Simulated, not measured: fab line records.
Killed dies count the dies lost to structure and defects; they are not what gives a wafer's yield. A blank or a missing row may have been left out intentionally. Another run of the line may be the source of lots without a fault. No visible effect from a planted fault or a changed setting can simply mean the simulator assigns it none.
What tool caused it? + flow sky130 + 33 wafers from 11 lots sampled at 5 of the route's 708 steps

== WHAT THE GAUGES READ, wafer by wafer ==
SKY_VIA2_THK_MEAS_01.
| lot  | measured     | on            | VIA2_HDPCVD_THK (nm) |
|------|--------------|---------------|----------------------|
| L227 | day 35 01:04 | film metro-04 | 1209 1185 1174       |
| L229 | day 35 21:20 | film metro-03 | 1183 1175 1171       |
| L234 | day 37 09:18 | film metro-03 | 1177 1190 955        |
| L235 | day 37 20:37 | film metro-04 | 1166 934 1175        |
| L242 | day 40 12:27 | film metro-01 | 1172 1168 1166       |
| L245 | day 40 23:49 | film metro-04 | 1197 1197 1185       |
| L244 | day 41 03:49 | film metro-01 | 1185 1184 1179       |
| L246 | day 41 10:45 | film metro-04 | 1186 1176 1188       |
| L247 | day 41 13:57 | film metro-01 | 1173 1186 1175       |
| L248 | day 41 18:00 | film metro-01 | 1168 1177 1178       |
| L250 | day 42 03:53 | film metro-01 | 1197 1194 1187       |

== WHAT TOOL EACH LOT RAN ON (gives the tool, then ch and the chambers of the sampled wafers, and finally the start) ==
| lot  | SKY_METAL1_SPUTTER_04        | SKY_METAL1_DESCUM_17              | SKY_METAL1_METAL_ETCH_19          | SKY_VIA2_HDPCVD_00               |
|------|------------------------------|-----------------------------------|-----------------------------------|----------------------------------|
| L227 | pvd sputter-03, day 31 13:16 | rie metal-01 ch 0, day 32 16:20   | rie metal-01 ch 0, day 32 16:25   | hdpcvd-01 ch 0,1,2, day 35 00:56 |
| L229 | pvd sputter-04, day 32 09:15 | rie metal-01 ch 0,1, day 33 11:41 | rie metal-01 ch 0,1, day 33 11:47 | hdpcvd-01 ch 0,1, day 35 21:12   |
| L234 | pvd sputter-02, day 33 21:37 | rie metal-04 ch 0,1, day 35 00:28 | rie metal-04 ch 0,1, day 35 00:33 | hdpcvd-02 ch 0,1,2, day 37 09:10 |
| L235 | pvd sputter-04, day 34 10:22 | rie metal-03 ch 0,1, day 35 13:22 | rie metal-03 ch 0,1, day 35 13:27 | hdpcvd-02 ch 0,1,2, day 37 20:29 |
| L242 | pvd sputter-04, day 37 03:08 | rie metal-04 ch 0,1, day 38 05:49 | rie metal-04 ch 0,1, day 38 05:55 | hdpcvd-02 ch 0,1,2, day 40 12:22 |
| L245 | pvd sputter-02, day 37 16:15 | rie metal-01 ch 0, day 38 18:10   | rie metal-01 ch 0, day 38 18:15   | hdpcvd-02 ch 0,1,2, day 40 23:40 |
| L244 | pvd sputter-04, day 37 20:48 | rie metal-03 ch 0,1, day 38 22:47 | rie metal-03 ch 0,1, day 38 22:52 | hdpcvd-02 ch 0,2, day 41 03:40   |
| L246 | pvd sputter-04, day 38 04:25 | rie metal-03 ch 0,1, day 39 05:58 | rie metal-03 ch 0,1, day 39 06:03 | hdpcvd-01 ch 0,1, day 41 10:37   |
| L247 | pvd sputter-03, day 38 06:34 | rie metal-04 ch 0,1, day 39 08:32 | rie metal-04 ch 0,1, day 39 08:38 | hdpcvd-02 ch 0,2, day 41 13:49   |
| L248 | pvd sputter-02, day 38 10:23 | rie metal-04 ch 0,1, day 39 11:58 | rie metal-04 ch 0,1, day 39 12:03 | hdpcvd-01 ch 1,2, day 41 17:52   |
| L250 | pvd sputter-03, day 38 22:44 | rie metal-04 ch 0,1, day 39 23:44 | rie metal-04 ch 0,1, day 39 23:49 | hdpcvd-02 ch 0,1, day 42 03:46   |
- SKY_METAL1_SPUTTER_04: material TiN, target thk 70 nm, time 58.3 s.
- SKY_METAL1_DESCUM_17: chemistry O2, time 8 s.
- SKY_METAL1_METAL_ETCH_19: etches the open film in Cl2/BCl3, stops on SiO2, target depth 360 nm, time 78 s.
- SKY_VIA2_HDPCVD_00: deposits SiO2, target thk 1180 nm, time 196.7 s.

== AS READ BY THE TOOLS THEMSELVES (means over the sampled wafers that have a number; for cases with no such wafer, the mark the record gives instead) ==
SKY_METAL1_SPUTTER_04.
| lot  | tool           | throttle valve pct (%) |
|------|----------------|------------------------|
| L227 | pvd sputter-03 | 29.1                   |
| L229 | pvd sputter-04 | 31.4                   |
| L234 | pvd sputter-02 | 30.8                   |
| L235 | pvd sputter-04 | 31.3                   |
| L242 | pvd sputter-04 | 31.3                   |
| L245 | pvd sputter-02 | 29.9                   |
| L244 | pvd sputter-04 | 30.8                   |
| L246 | pvd sputter-04 | 31.8                   |
| L247 | pvd sputter-03 | 30.8                   |
| L248 | pvd sputter-02 | 31.1                   |
| L250 | pvd sputter-03 | 30.7                   |

SKY_METAL1_DESCUM_17.
| lot  | tool         | drypump motor current A (A) | oes product au (a.u.) |
|------|--------------|-----------------------------|-----------------------|
| L227 | rie metal-01 | 6.1                         | 1.004                 |
| L229 | rie metal-01 | 6.1                         | 0.997                 |
| L234 | rie metal-04 | 5.5                         | 0.999                 |
| L235 | rie metal-03 | 6.0                         | 0.998                 |
| L242 | rie metal-04 | 5.7                         | 0.992                 |
| L245 | rie metal-01 | 6.2                         | 1.001                 |
| L244 | rie metal-03 | 6.1                         | 0.992                 |
| L246 | rie metal-03 | 5.8                         | 0.998                 |
| L247 | rie metal-04 | 5.7                         | 0.996                 |
| L248 | rie metal-04 | 5.7                         | 0.999                 |
| L250 | rie metal-04 | 5.7                         | 0.987                 |

SKY_METAL1_METAL_ETCH_19.
| lot  | tool         | drypump motor current A (A) | oes product au (a.u.) | throttle valve pct (%) |
|------|--------------|-----------------------------|-----------------------|------------------------|
| L227 | rie metal-01 | 6.2                         | 0.853                 | 22.269                 |
| L229 | rie metal-01 | 6.1                         | 0.856                 | 22.262                 |
| L234 | rie metal-04 | 5.5                         | 0.849                 | 22.267                 |
| L235 | rie metal-03 | 6.0                         | 0.847                 | 22.278                 |
| L242 | rie metal-04 | 5.7                         | 0.853                 | 22.267                 |
| L245 | rie metal-01 | 6.2                         | 0.853                 | 22.263                 |
| L244 | rie metal-03 | 6.1                         | 0.855                 | 22.267                 |
| L246 | rie metal-03 | 5.8                         | 0.856                 | 22.265                 |
| L247 | rie metal-04 | 5.6                         | 0.852                 | 22.262                 |
| L248 | rie metal-04 | 5.7                         | 0.855                 | 22.260                 |
| L250 | rie metal-04 | 5.7                         | 0.853                 | 22.260                 |

SKY_VIA2_HDPCVD_00.
| lot  | tool      | sih4 flow sccm (sccm) |
|------|-----------|-----------------------|
| L227 | hdpcvd-01 | 60.11                 |
| L229 | hdpcvd-01 | 60.04                 |
| L234 | hdpcvd-02 | 56.05                 |
| L235 | hdpcvd-02 | 56.15                 |
| L242 | hdpcvd-02 | 59.97                 |
| L245 | hdpcvd-02 | 60.06                 |
| L244 | hdpcvd-02 | 60.01                 |
| L246 | hdpcvd-01 | 60.13                 |
| L247 | hdpcvd-02 | 60.17                 |
| L248 | hdpcvd-01 | 59.86                 |
| L250 | hdpcvd-02 | 60.14                 |

== THE ANSWER, worked out from the rows above alone ==
Rule: the usual values come from the lots themselves. The widest of any qualifying gaps counts: lots, ordered by their means at a reading, are off when they make up no more than a third of the lots, leave a main group of 4 or more, and stand apart from it by 3 or more times the standard deviation of that group's means. A main group is skipped when, at the precision printed for the reading in the tables above, its means are all equal. A lot without any number at a reading at which 4 lots or more have one is off too. All remaining lots with rows at the step are treated as sound. First the gauges in route order, then the tools' own readings, where a lot's mean is used as printed above. The first step at which some lot is off is used, and at that step the reading that is off furthest; a lot without a number counts as furthest.
Off: at SKY_VIA2_THK_MEAS_01 (VIA2_HDPCVD_THK), L234, L235. Main group: mean 1182 nm, sd 8.
If a tool, at a process step before that reading, ran all the lots that are off and no sound lot after the first of them, it fits. Not tried: the gauges at SKY_VIA2_THK_MEAS_01; whatever is off there is also off at SKY_VIA2_HDPCVD_00, on other tools, and gauge error can't account for it. No candidate that was tried fits.

== WHAT THE SIMULATOR PUT IN ==
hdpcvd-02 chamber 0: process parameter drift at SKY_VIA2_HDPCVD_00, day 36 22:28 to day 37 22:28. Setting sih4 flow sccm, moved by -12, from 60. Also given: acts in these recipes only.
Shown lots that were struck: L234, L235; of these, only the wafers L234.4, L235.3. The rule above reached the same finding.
